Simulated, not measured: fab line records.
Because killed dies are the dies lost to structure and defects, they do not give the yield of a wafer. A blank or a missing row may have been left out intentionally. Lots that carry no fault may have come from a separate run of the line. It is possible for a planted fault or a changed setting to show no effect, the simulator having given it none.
Comparing a struck lot with a sound one / flow sky130 / 18 steps out of a route of 708
Sound: wafers L326.2, L326.3, L326.5. Struck: wafers L336.1, L336.3, L336.4. The cause comes at the end.
Order at every step that has rows: each side's tool, ch and its chambers, its first start. Under that, the readings that differ: sound wafers / struck wafers / difference of the means / sigmas: that difference in standard deviations of wafers without a fault.
alike: readings whose means differ by less than 2 such deviations, and words and numbers that are the same on both sides. not compared: withheld readings, readings that some wafer has no value for, bounds like >300 that may hide the same value, and numbers for which the record gives no deviation and whose values overlap.
The two part at a step that has a row with sigmas, a row that says differs or no value, or rows on one side only. Numbers that have no deviation but don't overlap get no sigmas and don't part them. Lack of a reading on every wafer of one side parts them only where that side has two or more wafers.

SKY_LDD_HVP_STRIP_09: strips in O2/N2.
  sound on plasma-asher-03 ch 0,1, day 23 00:04; struck on plasma-asher-03 ch 0,1, day 26 20:27
  alike: drypump-motor-current-A, oes-product-au, strip-time-to-endpoint-s
  not compared: rf-hours-counter-h
SKY_LDD_HVP_TW_MEAS_10:
  struck on film-metro-04, day 26 20:33; sound on film-metro-03, day 23 00:11
  alike: LDD_HVP_TW
then, 7 steps without rows for these wafers: SKY_LDD_LDN_DEHYDRATE_00 (time 60 s); SKY_LDD_LDN_HMDS_01 (prime time 60 s); SKY_LDD_LDN_COAT_02 (resist thk 1140 nm); SKY_LDD_LDN_SOFTBAKE_03 (time 60 s); SKY_LDD_LDN_EXPOSE_04 (exposes mask LDNTM, target cd 700 nm); SKY_LDD_LDN_PEB_05; SKY_LDD_LDN_DEVELOP_06 (develop time 60 s).
SKY_LDD_LDN_OVL_MEAS_07:
  struck on overlay-02, day 27 23:38; sound on overlay-02, day 24 06:14
  alike: LDD_LDN_OVL
then, 2 steps without rows for these wafers: SKY_LDD_LDN_IMPLANT_08; SKY_LDD_LDN_IMPLANT_09.
SKY_LDD_LDN_IMPLANT_10:
  sound on implanter-02 ch 0, day 24 06:35; struck on implanter-04 ch 0, day 27 23:58
reading=dose-ions-cm2; sound=1.2486e+13 1.2479e+13 1.2479e+13; struck=1.283e+12 1.278e+12 1.281e+12; difference=-1.120e+13; sigmas=-99 or more
reading=faraday-current-uA; sound=70.1 71.5 71.7; struck=7.0 7.0 6.8; difference=-64.2; sigmas=-43
next, for these wafers, 1 step has no rows: SKY_LDD_LDN_IMPLANT_11.
SKY_LDD_LDN_STRIP_12: strips in O2/N2.
  sound on plasma-asher-04 ch 1, day 24 06:52; struck on plasma-asher-01 ch 0,1, day 28 00:16
  alike: drypump-motor-current-A, oes-product-au, strip-time-to-endpoint-s
  not compared: rf-hours-counter-h
SKY_LDD_LDN_TW_MEAS_13:
  struck on film-metro-01, day 28 00:22; sound on film-metro-01, day 24 06:59
reading=LDD_LDN_TW; sound=1464 1462 1462; struck=1387 1388 1386; difference=-76; sigmas=-7
then, 1 step without rows for these wafers: SKY_LDD_LDN_CLEAN_14 (cleans in SC1/SC2, time 150 s).
-- a jump in the record: the struck wafers' starts before and after are 21 days apart (it breaks off in module LDD_LDN and resumes in module PAD_OPEN, where the first step shown is number 708 of the route) --
SKY_PAD_OPEN_PROBE_99:
  struck on prober-01, day 49 05:36; sound on prober-02, day 46 16:38
reading=model.etest.tip-sonos.rs-ohm-sq; sound=2704 2684 2682; struck=3170 3267 3135; difference=+501; sigmas=
  alike: killed_at_M0_to_M3, killed_at_M4_up, killed-at-contacts, killed-at-front-end, killed-at-other, killed-dies, killed-on-rim, killed-open, killed-short

WHERE THEY PART
Earliest at SKY_LDD_LDN_IMPLANT_10; latest, in this record, at SKY_LDD_LDN_TW_MEAS_13. Later steps at which nothing parts them and some readings are alike: SKY_PAD_OPEN_PROBE_99.

WHY: the cause the simulator had injected
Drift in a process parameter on implanter-04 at SKY_LDD_LDN_IMPLANT_10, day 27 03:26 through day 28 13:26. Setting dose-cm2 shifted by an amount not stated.
